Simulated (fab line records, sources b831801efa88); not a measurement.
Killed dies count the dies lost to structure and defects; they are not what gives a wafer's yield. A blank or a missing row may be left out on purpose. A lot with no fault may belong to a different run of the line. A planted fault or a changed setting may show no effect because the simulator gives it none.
A struck lot beside a sound one	flow sky130	16 out of 708 route steps
Sound: the wafers L312.1, L312.2, L312.4. Struck: wafer L316.3 (left out: L316.2, L316.5 of the same lot, which were not struck); the cause appears at the end.
Each step with rows lists, per side, the tool, then ch with its chambers, then its first start. Under that, the readings that differ: sound wafers	struck wafers	difference of the means	sigmas: that difference in standard deviations of wafers without a fault.
alike: same words and numbers on both sides, and readings whose means sit less than 2 such deviations apart. not compared: any withheld reading, any reading some wafer has no value for, any bound like >300 that may hide the same value, and any number with overlapping values for which the record gives no deviation.
A row with sigmas, a row that says differs or no value, or rows on one side alone: a step with any of these is where the two part. Numbers that have no deviation but don't overlap get no sigmas and don't part them. A reading that every wafer of one side lacks parts them only if that side has two wafers or more.

first, 3 steps without rows for these wafers: SKY_METAL1_EXPOSE_12 (exposes mask MM1, target cd 140 nm); SKY_METAL1_PEB_13; SKY_METAL1_DEVELOP_14 (develop time 60 s).
SKY_METAL1_CD_MEAS_15: the cd target is 140 nm.
  sound on cd_sem-01, day 36 20:57; struck on cd_sem-02, day 37 20:09
  alike: cd_nm
SKY_METAL1_OVL_MEAS_16:
  sound on overlay-02, day 36 21:04; struck on overlay-01, day 37 20:15
  alike: METAL1_OVL
SKY_METAL1_DESCUM_17: chemistry O2, time 8 s.
  sound on rie_metal-01 ch 0,1, day 36 21:07; struck on rie_metal-01 ch 0, day 37 20:17
  alike: drypump_motor_current_A, oes_product_au, temp_c
  not compared: rf_hours_counter_h
SKY_METAL1_ETCH_18: etches BARC in N2/H2, stops on SiO2, time 45.9 s, target depth 60 nm.
  sound on rie_metal-01 ch 0,1, day 36 21:08; struck on rie_metal-01 ch 0, day 37 20:22
  alike: drypump_motor_current_A, oes_product_au, throttle_valve_pct
  not compared: rf_hours_counter_h
SKY_METAL1_METAL_ETCH_19: etches the open film in Cl2/BCl3, stops on SiO2, target depth 360 nm, time 78 s.
  sound on rie_metal-01 ch 0,1, day 36 21:12; struck on rie_metal-01 ch 0, day 37 20:30
reading	sound	struck	difference	sigmas
mfc_cl2_sccm (sccm)	59.95 60.23 59.63	60.36	+0.42	+2
  alike: drypump_motor_current_A, oes_product_au, throttle_valve_pct
  not compared: rf_hours_counter_h
SKY_METAL1_STRIP_20: strips in O2/N2.
  sound on plasma_asher-02 ch 0,1, day 36 21:17; struck on plasma_asher-02 ch 0, day 37 20:39
  alike: drypump_motor_current_A, oes_product_au, strip_time_to_endpoint_s
  not compared: rf_hours_counter_h
then, 3 steps without rows for these wafers: SKY_METAL1_STRIP_21 (strips in post etch residue remover, time 1200 s); SKY_METAL1_CLEAN_22 (cleans in IPA, time 180 s); SKY_METAL1_CLEAN_23 (cleans in O3/DIW).
SKY_VIA1_HDPCVD_00: deposits SiO2, target thk 1030 nm, time 171.7 s.
  sound on hdpcvd-01 ch 0,1,2, day 36 21:54; struck on hdpcvd-01 ch 0, day 37 21:14
reading	sound	struck	difference	sigmas
sih4_flow_sccm (sccm)	60.19 59.88 59.70	90.19	+30.27	+99 or more
model.SiO2_of_VIA1_HDPCVD_00.thk_nm (nm)	1053 1054 1039	1556	+507	
SKY_VIA1_THK_MEAS_01:
  sound on film_metro-04, day 36 22:01; struck on film_metro-04, day 37 21:22
reading	sound	struck	difference	sigmas
VIA1_HDPCVD_THK (nm)	1053 1053 1039	1555	+507	+46
SKY_VIA1_CMP_02: polishes SiO2.
  sound on cmp-01 ch 0,1,2, day 36 22:07; struck on cmp-02 ch 2, day 37 21:28
  alike: head_pressure_psi, motor_current_A, platen_rpm, slurry_filter_dp_kPa
-- the record jumps here: 12 days lie between the struck wafers' starts before and after (it left off in module VIA1 and takes up again in module PAD_OPEN, whose first step shown is number 708 of the route) --
SKY_PAD_OPEN_PROBE_99:
  sound on prober-01, day 48 21:29; struck on prober-01, day 49 16:29
reading	sound	struck	difference	sigmas
sort_bin_3_pad_short (%)	0.8 1.2 0.2	1.6	+0.9	+2
sort_bin_5_function (%)	9.8 10.6 9.6	13.0	+3.0	+2
  alike: defect_limited_yield, killed_at_M0_to_M3, killed_at_M4_up, killed_at_contacts, killed_at_front_end, killed_at_other, killed_dies, killed_open, killed_short, sort_bin_6_memory, sort_n_pass, sort_yield_pct

== WHERE THEY PART ==
First at SKY_METAL1_METAL_ETCH_19; last, within this record, at SKY_PAD_OPEN_PROBE_99.

WHY: whatever the simulator had introduced
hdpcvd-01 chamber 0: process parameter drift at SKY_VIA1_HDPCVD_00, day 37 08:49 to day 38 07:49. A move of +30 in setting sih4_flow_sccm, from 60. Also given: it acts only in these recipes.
